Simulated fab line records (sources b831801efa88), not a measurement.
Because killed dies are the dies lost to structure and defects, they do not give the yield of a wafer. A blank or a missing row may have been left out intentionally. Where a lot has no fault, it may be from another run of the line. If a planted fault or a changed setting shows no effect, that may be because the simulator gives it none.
A struck lot beside a sound one + flow gf180mcu + 14 steps out of a route of 602
Sound: these wafers, L835.1, L835.2, L835.6. Wafers struck: L826.2, L826.3, L826.4. The cause is given at the end.
At each step with rows: each side's tool, then ch and its chambers, then its first start. Under that, the readings that differ: sound wafers + struck wafers + difference of the means + sigmas: that difference in standard deviations of wafers without a fault.
alike: words and numbers the same on both sides, and readings whose means are apart by under 2 such deviations; not compared: readings that were withheld, readings missing a value for some wafer, numbers with overlapping values and no deviation given by the record, and bounds like >300 which may hide the same value.
Wherever a step has rows on one side only, a row that says differs or no value, or a row with sigmas, the two part there. Non-overlapping numbers with no deviation appear without sigmas and do not part them. A reading missing from all wafers of one side parts the sides only when that side holds two or more wafers.

GF_V2_CMP_26: polishes, stops on SiO2, t overpolish 15 s, target thk 0 nm.
  sound on cmp-02 ch 0,1, day 27 12:11; struck on cmp-01 ch 0,1,3, day 25 02:38
  alike: motor-current-A, overpolish-run-s, time-to-endpoint-s
GF_M3_SPUTTER_00: material Ti, target thk 37.5 nm, time 150 s.
  struck on pvd-sputter-02, day 25 02:56; sound on pvd-sputter-04, day 27 12:29
  alike: throttle-valve-pct
GF_M3_SPUTTER_01: material TiN, target thk 30 nm, time 25 s.
  struck on pvd-sputter-02, day 25 03:02; sound on pvd-sputter-04, day 27 12:35
  alike: throttle-valve-pct
GF_M3_SPUTTER_02: material AlCu, target thk 450 nm, time 23.9 s.
  struck on pvd-sputter-02, day 25 03:04; sound on pvd-sputter-04, day 27 12:37
  alike: throttle-valve-pct
GF_M3_SPUTTER_03: material Ti, target thk 10 nm, time 6.7 s.
  struck on pvd-sputter-02, day 25 03:05; sound on pvd-sputter-04, day 27 12:39
  alike: throttle-valve-pct
then, 1 step without rows for these wafers: GF_M3_SPUTTER_04 (material TiN, target thk 50 nm, time 41.7 s).
GF_M3_RS_MEAS_05: measures by four-point-probe.
  struck on film-metro-03, day 25 03:10; sound on film-metro-01, day 27 12:43
  alike: M3_ALCU_RS
GF_M3_THK_MEAS_06: measures by xrf.
  struck on film-metro-03, day 25 03:17; sound on film-metro-01, day 27 12:50
| reading          | sound       | struck      | difference | sigmas |
|------------------|-------------|-------------|------------|--------|
| M3_ALCU_THK (nm) | 455 455 453 | 441 440 444 | -13        | -2     |
then, 4 steps without rows for these wafers: GF_M3_DEHYDRATE_07 (time 60 s); GF_M3_HMDS_08 (prime time 60 s); GF_M3_COAT_09 (resist thk 1000 nm); GF_M3_SOFTBAKE_10 (time 60 s).
GF_M3_EXPOSE_11: exposes mask Metal3, target cd 280 nm.
  struck on krf-scanner-01, day 25 14:19; sound on krf-scanner-01 ch 0, day 27 21:43
  no value came back on the struck wafers for exposure-dose-mJ-cm2, focus-offset-nm (nm), sigma-outer; on the sound wafers exposure-dose-mJ-cm2 reads 28.050 28.010 28.019
  alike: mask
then, 1 step without rows for these wafers: GF_M3_PEB_12 (peb time 90 s).

WHERE THEY PART
First at GF_M3_THK_MEAS_06; last, within this record, at GF_M3_EXPOSE_11.

WHY: what had been put in by the simulator
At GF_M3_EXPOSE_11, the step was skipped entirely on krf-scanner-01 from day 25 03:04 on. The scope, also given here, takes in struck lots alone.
